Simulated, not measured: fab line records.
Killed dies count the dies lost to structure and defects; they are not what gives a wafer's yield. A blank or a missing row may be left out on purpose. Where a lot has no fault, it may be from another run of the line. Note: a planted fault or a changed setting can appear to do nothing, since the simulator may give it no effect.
Matching of chambers ; flow sky130 ; SKY_VIA3_HDPCVD_00 on hdpcvd-02: 3 sister chambers
The step deposits SiO2, target thk 1635 nm, time 272.5 s. 18 wafers are shown with their chamber, then 9 later ones without.

== WAFERS, EACH WITH ITS CHAMBER ==
wafer;chamber;run-length-s (s)
L466.1;0;300.6
L466.3;1;300.6
L466.4;0;300.7
L468.1;2;300.2
L468.2;1;300.4
L468.4;2;300.2
L467.1;1;300.5
L467.4;1;300.4
L467.6;0;300.8
L470.1;2;300.1
L470.3;0;301.5
L470.6;0;300.6
L475.2;0;300.9
L475.4;2;300.0
L475.6;2;299.9
L477.1;2;300.1
L477.4;0;301.0
L477.5;2;299.8

SIGNATURES, as means of the wafers listed above
reading;chamber 0;chamber 1;chamber 2;scatter within a chamber
run-length-s;300.871;300.475;300.043;0.225
Rule: a wafer lies at a distance from a chamber equal to the root of the sum of squares, over the readings, of (its reading less the chamber's mean, divided by the reading's scatter). If the next closest chamber is less than 2 further off than the closest, the wafer can't be placed; otherwise it belongs to the closest. The scatter: take each reading less its chamber's mean, square it, sum over the shown wafers, divide by the number of wafers less the number of chambers, and take the root.

== WAFERS WHOSE CHAMBER IS MISSING ==
wafer;run-length-s (s)
L479.3;300.7
L479.4;300.3
L479.6;300.5
L480.3;300.3
L480.4;300.0
L480.5;300.1
L488.1;301.6
L488.4;300.7
L488.6;299.7

== THE CHAMBER EACH PASSED THROUGH ==
wafer;from the rows above;in truth
L479.3;can't be placed: 0 or 1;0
L479.4;can't be placed: 1 or 2 or 0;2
L479.6;can't be placed: 1 or 0 or 2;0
L480.3;can't be placed: 1 or 2 or 0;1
L480.4;can't be placed: 2 or 1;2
L480.5;can't be placed: 2 or 1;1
L488.1;can't be placed: 0 or 1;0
L488.4;can't be placed: 0 or 1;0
L488.6;can't be placed: 2 or 1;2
Correctly placed: 0 of 9. Not placeable from these rows: 9 (in 9, the candidates include the true chamber). Placed wrongly: 0.
